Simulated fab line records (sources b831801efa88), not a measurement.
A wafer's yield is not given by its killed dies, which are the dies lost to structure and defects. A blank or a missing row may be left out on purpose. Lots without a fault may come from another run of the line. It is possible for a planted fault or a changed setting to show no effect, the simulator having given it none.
Which of the tools did it? | flow gf180mcu | 12 lots with 36 wafers sampled at 4 steps, on a route of 602 steps

WHAT THE GAUGES READ, wafer by wafer
GF_M3_RS_MEAS_05: measures by four-point-probe.
lot  | measured     | on           | M3_ALCU_RS (ohm/sq)
L075 | day 20 20:44 | filmMetro-01 | 0.0694 0.0705 0.0691
L077 | day 21 12:01 | filmMetro-01 | 0.0691 0.0706 0.0701
L078 | day 22 12:25 | filmMetro-01 | 0.0701 0.0686 0.0701
L081 | day 23 04:46 | filmMetro-01 | 0.0687 0.0693 0.0699
L083 | day 24 01:34 | filmMetro-02 | 0.0710 0.0704 0.0701
L085 | day 24 16:01 | filmMetro-02 | 0.0690 0.0679 0.0693
L087 | day 25 10:09 | filmMetro-03 | 0.0691 0.0690 0.0689
L089 | day 26 02:32 | filmMetro-03 | 0.0703 0.0697 0.0697
L091 | day 26 13:07 | filmMetro-02 | 0.0704 0.0708 0.0703
L093 | day 27 02:09 | filmMetro-02 | 0.0692 0.0697 0.0686
L095 | day 27 13:44 | filmMetro-02 | 0.0712 0.0699 0.0699
L097 | day 28 01:29 | filmMetro-03 | 0.0712 0.0715 0.0703

WHICH TOOL RAN EACH LOT (tool, then ch and the chambers of the sampled wafers, then the start)
lot  | GF_M1_SPUTTER_01            | GF_M2_SPUTTER_04            | GF_M2_METAL_ETCH_16
L075 | pvdSputter-03, day 16 15:20 | pvdSputter-04, day 18 16:41 | rieMetal-03 ch 0, day 19 17:20
L077 | pvdSputter-03, day 17 06:19 | pvdSputter-04, day 19 08:14 | rieMetal-03 ch 0,1, day 20 08:59
L078 | pvdSputter-04, day 18 04:44 | pvdSputter-03, day 20 09:13 | rieMetal-03 ch 0,1, day 21 09:43
L081 | pvdSputter-03, day 18 19:07 | pvdSputter-02, day 20 22:27 | rieMetal-04 ch 1, day 22 02:43
L083 | pvdSputter-04, day 19 20:36 | pvdSputter-04, day 22 00:23 | rieMetal-04 ch 0,1, day 23 00:14
L085 | pvdSputter-03, day 20 13:50 | pvdSputter-02, day 22 16:29 | rieMetal-03 ch 0,1, day 23 14:39
L087 | pvdSputter-04, day 21 08:34 | pvdSputter-02, day 23 10:21 | rieMetal-03 ch 0,1, day 24 09:07
L089 | pvdSputter-01, day 22 02:38 | pvdSputter-02, day 24 03:39 | rieMetal-03 ch 0,1, day 25 01:43
L091 | pvdSputter-03, day 22 13:48 | pvdSputter-02, day 24 15:05 | rieMetal-02 ch 0, day 25 13:26
L093 | pvdSputter-04, day 23 04:19 | pvdSputter-02, day 25 04:04 | rieMetal-02 ch 0,1, day 26 02:18
L095 | pvdSputter-03, day 23 17:47 | pvdSputter-04, day 25 17:18 | rieMetal-02 ch 0, day 26 14:06
L097 | pvdSputter-04, day 24 07:43 | pvdSputter-03, day 26 05:31 | rieMetal-03 ch 0,1, day 27 02:25
- GF_M1_SPUTTER_01: material TiN, target thk 30 nm, time 25 s.
- GF_M2_SPUTTER_04: material TiN, target thk 50 nm, time 41.7 s.
- GF_M2_METAL_ETCH_16: etches the open film in Cl2/BCl3, stops on SiO2, target depth 627.5 nm, time 104.6 s.

THE ANSWER, worked out from the rows above alone
Rule: usual is defined by the lots themselves. Put in order of their means at a reading, lots are off if they are a third of the lots or fewer, leave a main group of 4 or more, and stand apart from it by a gap of 3 or more times the standard deviation of the main group's means; of several such gaps the widest counts. If all means in a main group match to the digits the tables above print for the reading, that group is not used. Also off: a lot with no number at a reading for which 4 or more lots have one. Where the step has rows for the other lots, those lots are counted as sound.
No lot is off at any reading shown: from this, nothing can be told.

WHAT THE SIMULATOR HAD INSERTED
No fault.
